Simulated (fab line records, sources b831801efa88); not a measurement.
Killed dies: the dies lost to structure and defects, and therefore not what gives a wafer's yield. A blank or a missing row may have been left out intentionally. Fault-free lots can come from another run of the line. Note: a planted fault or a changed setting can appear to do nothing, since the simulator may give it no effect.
Matching of chambers :: flow gf180mcu :: GF_V5_CMP_26 on cmp-01: 4 sister chambers
The step polishes, stops on SiO2, t overpolish 15 s, target thk 0 nm. 18 wafers are shown with their chamber, then 9 later ones without.

## WAFERS PAIRED WITH THEIR CHAMBERS
wafer: L542.2
chamber: 0
motor-current-A (A): 11.2
time-to-endpoint-s (s): 87
slurry-filter-dp-kPa (kPa): 13.63

wafer: L542.4
chamber: 3
motor-current-A (A): 12.3
time-to-endpoint-s (s): 89
slurry-filter-dp-kPa (kPa): 13.72

wafer: L542.6
chamber: 2
motor-current-A (A): 11.2
time-to-endpoint-s (s): 83
slurry-filter-dp-kPa (kPa): 13.41

wafer: L543.2
chamber: 3
motor-current-A (A): 12.1
time-to-endpoint-s (s): 89
slurry-filter-dp-kPa (kPa): 13.38

wafer: L543.4
chamber: 0
motor-current-A (A): 10.3
time-to-endpoint-s (s): 86
slurry-filter-dp-kPa (kPa): 13.57

wafer: L543.6
chamber: 1
motor-current-A (A): 11.7
time-to-endpoint-s (s): 90
slurry-filter-dp-kPa (kPa): 13.74

wafer: L544.2
chamber: 3
motor-current-A (A): 12.3
time-to-endpoint-s (s): 90
slurry-filter-dp-kPa (kPa): 13.21

wafer: L544.3
chamber: 2
motor-current-A (A): 10.7
time-to-endpoint-s (s): 87
slurry-filter-dp-kPa (kPa): 13.61

wafer: L544.6
chamber: 3
motor-current-A (A): 12.2
time-to-endpoint-s (s): 89
slurry-filter-dp-kPa (kPa): 13.48

wafer: L545.1
chamber: 3
motor-current-A (A): 11.9
time-to-endpoint-s (s): 91
slurry-filter-dp-kPa (kPa): 13.42

wafer: L545.2
chamber: 1
motor-current-A (A): 11.5
time-to-endpoint-s (s): 86
slurry-filter-dp-kPa (kPa): 13.42

wafer: L545.4
chamber: 0
motor-current-A (A): 10.6
time-to-endpoint-s (s): 84
slurry-filter-dp-kPa (kPa): 13.43

wafer: L546.2
chamber: 0
motor-current-A (A): 10.9
time-to-endpoint-s (s): 82
slurry-filter-dp-kPa (kPa): 13.27

wafer: L546.3
chamber: 1
motor-current-A (A): 11.8
time-to-endpoint-s (s): 85
slurry-filter-dp-kPa (kPa): 13.55

wafer: L546.6
chamber: 1
motor-current-A (A): 12.0
time-to-endpoint-s (s): 88
slurry-filter-dp-kPa (kPa): 13.69

wafer: L548.1
chamber: 1
motor-current-A (A): 12.3
time-to-endpoint-s (s): 88
slurry-filter-dp-kPa (kPa): 13.49

wafer: L548.2
chamber: 0
motor-current-A (A): 11.5
time-to-endpoint-s (s): 86
slurry-filter-dp-kPa (kPa): 13.55

wafer: L548.3
chamber: 3
motor-current-A (A): 12.3
time-to-endpoint-s (s): 85
slurry-filter-dp-kPa (kPa): 13.62

SIGNATURES (means of the wafers above)
reading: motor-current-A
chamber 0: 10.900
chamber 1: 11.860
chamber 2: 10.950
chamber 3: 12.183
scatter within a chamber: 0.33

reading: time-to-endpoint-s
chamber 0: 85.00
chamber 1: 87.40
chamber 2: 85.00
chamber 3: 88.83
scatter within a chamber: 2.07

reading: slurry-filter-dp-kPa
chamber 0: 13.4900
chamber 1: 13.5780
chamber 2: 13.5100
chamber 3: 13.4717
scatter within a chamber: 0.155
Rule: a wafer lies at a distance from a chamber equal to the root of the sum of squares, over the readings, of (its reading less the chamber's mean, divided by the reading's scatter). The wafer belongs to the nearest chamber; if the next one is less than 2 further off, it can't be placed. The scatter: the root of (the sum of the squares of (reading less its chamber's mean) over the shown wafers, divided by (wafers less chambers)).

## WAFERS WITH NO CHAMBER GIVEN
wafer: L549.3
motor-current-A (A): 12.1
time-to-endpoint-s (s): 88
slurry-filter-dp-kPa (kPa): 13.52

wafer: L549.4
motor-current-A (A): 11.8
time-to-endpoint-s (s): 83
slurry-filter-dp-kPa (kPa): 13.42

wafer: L549.5
motor-current-A (A): 10.8
time-to-endpoint-s (s): 87
slurry-filter-dp-kPa (kPa): 13.68

wafer: L553.1
motor-current-A (A): 11.5
time-to-endpoint-s (s): 89
slurry-filter-dp-kPa (kPa): 13.56

wafer: L553.3
motor-current-A (A): 11.3
time-to-endpoint-s (s): 88
slurry-filter-dp-kPa (kPa): 13.53

wafer: L553.5
motor-current-A (A): 11.7
time-to-endpoint-s (s): 86
slurry-filter-dp-kPa (kPa): 13.73

wafer: L555.3
motor-current-A (A): 11.3
time-to-endpoint-s (s): 84
slurry-filter-dp-kPa (kPa): 13.43

wafer: L555.5
motor-current-A (A): 11.1
time-to-endpoint-s (s): 90
slurry-filter-dp-kPa (kPa): 13.47

wafer: L555.6
motor-current-A (A): 11.6
time-to-endpoint-s (s): 91
slurry-filter-dp-kPa (kPa): 13.37

## WHICH CHAMBER EACH WENT THROUGH
wafer: L549.3
from the rows above: can't be placed: 3 or 1
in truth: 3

wafer: L549.4
from the rows above: can't be placed: 1 or 2 or 0 or 3
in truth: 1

wafer: L549.5
from the rows above: can't be placed: 2 or 0 or 1
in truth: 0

wafer: L553.1
from the rows above: can't be placed: 1 or 3 or 2 or 0
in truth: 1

wafer: L553.3
from the rows above: can't be placed: 1 or 2 or 0 or 3
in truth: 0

wafer: L553.5
from the rows above: can't be placed: 1 or 3 or 2 or 0
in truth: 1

wafer: L555.3
from the rows above: can't be placed: 2 or 0 or 1
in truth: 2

wafer: L555.5
from the rows above: can't be placed: 2 or 0 or 1 or 3
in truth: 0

wafer: L555.6
from the rows above: can't be placed: 3 or 1 or 2 or 0
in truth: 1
Correctly placed: 0 of 9. From these rows, 9 cannot be placed; in 9 the true chamber is one of the candidates. Wrongly placed: 0.
